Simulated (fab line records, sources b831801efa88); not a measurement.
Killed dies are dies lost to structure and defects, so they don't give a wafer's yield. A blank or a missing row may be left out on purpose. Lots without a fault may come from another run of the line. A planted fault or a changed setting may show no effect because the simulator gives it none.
Chamber matching | flow gf180mcu | GF_POLY_GATE_ETCH_13 on rie_si-01: 4 sister chambers
The step etches poly-Si in HBr/Cl2, stops on SiO2, target depth 198.5 nm, time 69.6 s. 7 wafers are shown with their chamber, then 7 later ones without.

WAFERS WITH THEIR CHAMBER
wafer  | chamber | drypump_motor_current_A (A) | oes_product_au (a.u.)
L692.1 | 3       | 6.0                         | 0.997
L692.6 | 1       | 5.2                         | 0.995
L693.3 | 2       | 5.7                         | 0.985
L693.4 | 3       | 6.1                         | 0.998
L693.5 | 0       | 5.3                         | 0.997
L699.2 | 0       | 5.3                         | 0.982
L699.4 | 1       | 5.2                         | 0.987

WAFERS WITHOUT THEIR CHAMBER
wafer  | drypump_motor_current_A (A) | oes_product_au (a.u.)
L699.6 | 5.7                         | 0.982
L701.1 | 5.3                         | 1.000
L701.5 | 5.2                         | 0.992
L701.6 | 5.3                         | 0.993
L703.2 | 5.3                         | 0.996
L703.3 | 5.3                         | 0.991
L703.4 | 5.7                         | 0.993

WHICH CHAMBER EACH WENT THROUGH
wafer  | from the rows above     | in truth
L699.6 | 2                       | 2
L701.1 | can't be placed: 0 or 1 | 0
L701.5 | 1                       | 1
L701.6 | can't be placed: 0 or 1 | 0
L703.2 | can't be placed: 0 or 1 | 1
L703.3 | 0                       | 0
L703.4 | 2                       | 2
Placed correctly: 4 of 7. Can't be placed from these rows: 3 (the true chamber is among the candidates in 3). Placed wrongly: 0.
How it was worked out, from the rows above alone: a wafer's distance from a chamber is the root of the sum, over the readings, of the square of ((its reading less the chamber's mean) divided by the reading's scatter). The wafer belongs to the nearest chamber; if the next one is less than 2 further off, it can't be placed. A chamber's mean is the mean of its shown wafers. The scatter: the root of (the sum of the squares of (reading less its chamber's mean) over the shown wafers, divided by (wafers less chambers)).
